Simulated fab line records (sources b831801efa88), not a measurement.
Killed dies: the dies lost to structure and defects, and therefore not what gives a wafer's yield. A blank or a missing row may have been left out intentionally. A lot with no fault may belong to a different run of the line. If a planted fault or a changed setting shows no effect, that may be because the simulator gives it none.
Struck lot and sound lot, side by side || flow sky130 || 29 steps out of a route of 708
Sound: wafers L531.2, L531.3, L531.5. Wafers struck: L533.1, L533.5, L533.6. The cause is given at the end.
For every step that has rows: the tool of each side, followed by ch and its chambers, followed by its first start. Under that, the readings that differ: sound wafers || struck wafers || difference of the means || sigmas: that difference in standard deviations of wafers without a fault.
alike: readings with means less than 2 such deviations apart, plus words and numbers identical on both sides. not compared: withheld readings, readings lacking a value on some wafer, bounds such as >300 that could conceal the same value, and numbers that have no deviation in the record and whose values overlap.
A row with sigmas, a row that says differs or no value, or rows on one side alone: a step with any of these is where the two part. Non-overlapping numbers with no deviation appear without sigmas and do not part them. Lack of a reading on every wafer of one side parts them only where that side has two or more wafers.

SKY_PWDE_STRIP_09: strips in O2/N2.
  sound on plasma_asher-01 ch 0,1, day 6 10:23; struck on plasma_asher-03 ch 0,1, day 6 21:00
  alike: chamber_pressure_mTorr, drypump_motor_current_A, oes_product_au, strip_time_to_endpoint_s
  not compared: rf_hours_counter_h
SKY_PWDE_TW_MEAS_10:
  sound: film_metro-01 at day 6 10:30; struck: film_metro-01 at day 6 21:06
  alike: PWDE_TW
then, 7 steps without rows for these wafers: SKY_NWELL_DEHYDRATE_03 (time 60 s); SKY_NWELL_HMDS_04 (prime time 60 s); SKY_NWELL_COAT_05 (resist thk 3000 nm); SKY_NWELL_SOFTBAKE_06; SKY_NWELL_EXPOSE_07 (exposes mask NWM, target cd 840 nm); SKY_NWELL_PEB_08; SKY_NWELL_DEVELOP_09 (develop time 60 s).
SKY_NWELL_OVL_MEAS_10:
  sound: overlay-01 at day 7 05:46; struck: overlay-01 at day 7 16:31
  alike: NWELL_00_OVL
then, 2 steps without rows for these wafers: SKY_NWELL_IMPLANT_11; SKY_NWELL_IMPLANT_12.
SKY_NWELL_IMPLANT_13:
  struck on implanter-04, day 7 16:50; sound on implanter-01 ch 0, day 7 06:07
  no value came back on the struck wafers for beam_energy_keV, beam_on_s (s), dose_ions_cm2; on the sound wafers beam_energy_keV reads 49.989 49.972 50.001
SKY_NWELL_STRIP_14: strips in O2/N2.
  sound on plasma_asher-02 ch 0,1, day 7 06:14; struck on plasma_asher-03 ch 0,1, day 7 16:59
  alike: chamber_pressure_mTorr, drypump_motor_current_A, oes_product_au, strip_time_to_endpoint_s
  not compared: rf_hours_counter_h
SKY_NWELL_TW_MEAS_15:
  sound: film_metro-01 at day 7 06:21; struck: film_metro-02 at day 7 17:05
  alike: NWELL_TW
then, 7 steps without rows for these wafers: SKY_NWELL_DEHYDRATE_16 (time 60 s); SKY_NWELL_HMDS_17 (prime time 60 s); SKY_NWELL_COAT_18 (resist thk 3000 nm); SKY_NWELL_SOFTBAKE_19; SKY_NWELL_EXPOSE_20 (exposes mask NWM COMPLEMENT, target cd 840 nm); SKY_NWELL_PEB_21; SKY_NWELL_DEVELOP_22 (develop time 60 s).
SKY_NWELL_OVL_MEAS_23:
  sound: overlay-01 at day 8 01:52; struck: overlay-01 at day 8 12:49
  alike: NWELL_01_OVL
following that, these wafers have no rows for 1 step: SKY_NWELL_IMPLANT_24.
SKY_NWELL_STRIP_25: strips in O2/N2.
  sound on plasma_asher-04 ch 0,1, day 8 02:02; struck on plasma_asher-04 ch 0,1, day 8 12:59
  alike: chamber_pressure_mTorr, drypump_motor_current_A, oes_product_au, strip_time_to_endpoint_s
  not compared: rf_hours_counter_h
SKY_NWELL_TW_MEAS_26:
  sound: film_metro-02 at day 8 02:09; struck: film_metro-04 at day 8 13:05
  alike: NWELL_2_TW
then, 1 step without rows for these wafers: SKY_NWELL_CLEAN_27 (cleans in SC1/SC2, time 150 s).
SKY_NWELL_RTA_28: time 30 s.
  sound on rtp_anneal-01 ch 0, day 8 02:17; struck on rtp_anneal-01 ch 0, day 8 13:12
  alike: lamp_power_pct, wafer_temp_C_max
SKY_NWELL_RS_MEAS_29: measurement is done with a four-point probe.
  sound: film_metro-01 at day 8 02:23; struck: film_metro-02 at day 8 13:18
{"reading": "NWELL_RS (ohm/sq)", "sound": "627.2 626.3 627.8", "struck": "650.4 650.6 651.2", "difference": "+23.6", "sigmas": "+15"}

## WHERE THEY PART
Earliest at SKY_NWELL_IMPLANT_13; latest, in this record, at SKY_NWELL_RS_MEAS_29.

WHY: whatever the simulator had introduced
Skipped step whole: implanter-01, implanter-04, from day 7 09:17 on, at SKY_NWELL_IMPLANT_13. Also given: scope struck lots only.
